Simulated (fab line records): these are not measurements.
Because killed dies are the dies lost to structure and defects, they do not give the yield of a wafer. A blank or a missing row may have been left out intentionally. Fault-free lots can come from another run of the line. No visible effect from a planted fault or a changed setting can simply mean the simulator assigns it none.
Chamber matching ; flow gf180mcu ; rie si-02 running GF_POLY_GATE_ETCH_13: 4 sister chambers
The step etches poly-Si in HBr/Cl2, stops on SiO2, target depth 198.5 nm, time 69.6 s. 7 wafers are shown with their chamber, then 7 later ones without.

## EACH WAFER AND ITS CHAMBER
wafer;chamber;oes product au (a.u.);throttle valve pct (%)
L486.2;3;1.003;33.682
L500.4;2;0.988;33.681
L501.1;2;0.985;33.691
L501.5;0;0.988;33.698
L501.6;1;0.987;33.692
L502.1;1;0.985;33.699
L502.3;0;0.999;33.676

## WAFERS MISSING THEIR CHAMBER
wafer;oes product au (a.u.);throttle valve pct (%)
L502.4;0.998;33.677
L503.1;0.993;33.659
L503.3;0.980;33.677
L503.4;0.994;33.689
L505.4;0.992;33.683
L505.5;0.991;33.685
L505.6;0.990;33.691

## THE CHAMBER EACH PASSED THROUGH
wafer;from the rows above;in truth
L502.4;can't be placed: 3 or 0 or 2 or 1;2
L503.1;can't be placed: 0 or 2 or 3 or 1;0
L503.3;can't be placed: 2 or 1 or 0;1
L503.4;can't be placed: 0 or 2 or 1 or 3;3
L505.4;can't be placed: 0 or 2 or 1 or 3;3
L505.5;can't be placed: 0 or 2 or 1 or 3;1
L505.6;can't be placed: 0 or 2 or 1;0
Placed correctly: 0 of 7. Not placeable from these rows: 7 (in 7, the candidates include the true chamber). Wrongly placed: 0.
How it was worked out, from the rows above alone: a wafer's distance from a chamber is the root of the sum, over the readings, of the square of ((its reading less the chamber's mean) divided by the reading's scatter). The wafer belongs to the nearest chamber; if the next one is less than 2 further off, it can't be placed. The mean given for a chamber averages the wafers shown for that chamber. The scatter is the square root of a quotient: the sum, over the shown wafers, of each reading's squared deviation from its chamber's mean, divided by wafers minus chambers.
